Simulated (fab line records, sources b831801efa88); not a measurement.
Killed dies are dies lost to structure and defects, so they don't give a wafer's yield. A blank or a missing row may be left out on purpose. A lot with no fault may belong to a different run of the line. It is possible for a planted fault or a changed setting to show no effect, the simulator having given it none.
Chamber matching | flow gf180mcu | GF_STI_ETCH_14 on rieSi-02 has 4 sister chambers
The step etches Si in HBr/Cl2/O2, target depth 360 nm, time 102.9 s. 16 wafers are shown with their chamber, then 8 later ones without.

WAFERS PAIRED WITH THEIR CHAMBERS
wafer  | chamber | oesProductAu (a.u.) | throttleValvePct (%)
L322.2 | 2       | 1.001               | 25.641
L322.4 | 1       | 1.015               | 25.655
L322.6 | 1       | 1.016               | 25.663
L324.3 | 1       | 1.006               | 25.643
L324.4 | 2       | 0.994               | 25.661
L324.6 | 2       | 1.002               | 25.656
L325.2 | 1       | 1.004               | 25.647
L325.4 | 1       | 1.018               | 25.648
L325.6 | 2       | 0.993               | 25.667
L330.1 | 1       | 1.012               | 25.660
L330.3 | 3       | 1.013               | 25.647
L330.5 | 1       | 1.017               | 25.644
L331.1 | 0       | 1.019               | 25.651
L331.2 | 3       | 1.002               | 25.657
L331.6 | 2       | 0.999               | 25.663
L332.1 | 2       | 0.999               | 25.649

SIGNATURES (averages over the wafers above)
reading          | chamber 0 | chamber 1 | chamber 2 | chamber 3 | scatter within a chamber
oesProductAu     | 1.01900   | 1.01257   | 0.99800   | 1.00750   | 0.0051
throttleValvePct | 25.65100  | 25.65143  | 25.65617  | 25.65200  | 0.00864
Rule: a wafer lies at a distance from a chamber equal to the root of the sum of squares, over the readings, of (its reading less the chamber's mean, divided by the reading's scatter). The wafer belongs to the nearest chamber; if the next one is less than 2 further off, it can't be placed. How the scatter is found: for the shown wafers, subtract from each reading the mean of its chamber, square and add these, divide the total by (wafers less chambers), then take the root.

WAFERS WITH NO CHAMBER GIVEN
wafer  | oesProductAu (a.u.) | throttleValvePct (%)
L332.2 | 1.012               | 25.659
L332.5 | 0.998               | 25.645
L339.3 | 1.013               | 25.644
L339.5 | 1.004               | 25.663
L339.6 | 1.007               | 25.646
L344.2 | 1.018               | 25.641
L344.4 | 1.010               | 25.663
L344.6 | 1.006               | 25.645

CHAMBER TAKEN BY EACH
wafer  | from the rows above               | in truth
L332.2 | can't be placed: 1 or 3 or 0 or 2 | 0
L332.5 | can't be placed: 2 or 3 or 1      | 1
L339.3 | can't be placed: 1 or 3 or 0      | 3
L339.5 | can't be placed: 2 or 3 or 1 or 0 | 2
L339.6 | can't be placed: 3 or 1 or 2 or 0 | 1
L344.2 | can't be placed: 0 or 1 or 3      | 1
L344.4 | can't be placed: 3 or 1 or 0 or 2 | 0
L344.6 | can't be placed: 3 or 1 or 2 or 0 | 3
Placed correctly: 0 of 8. Not placeable from these rows: 8 (in 8, the candidates include the true chamber). 0 placed wrongly.
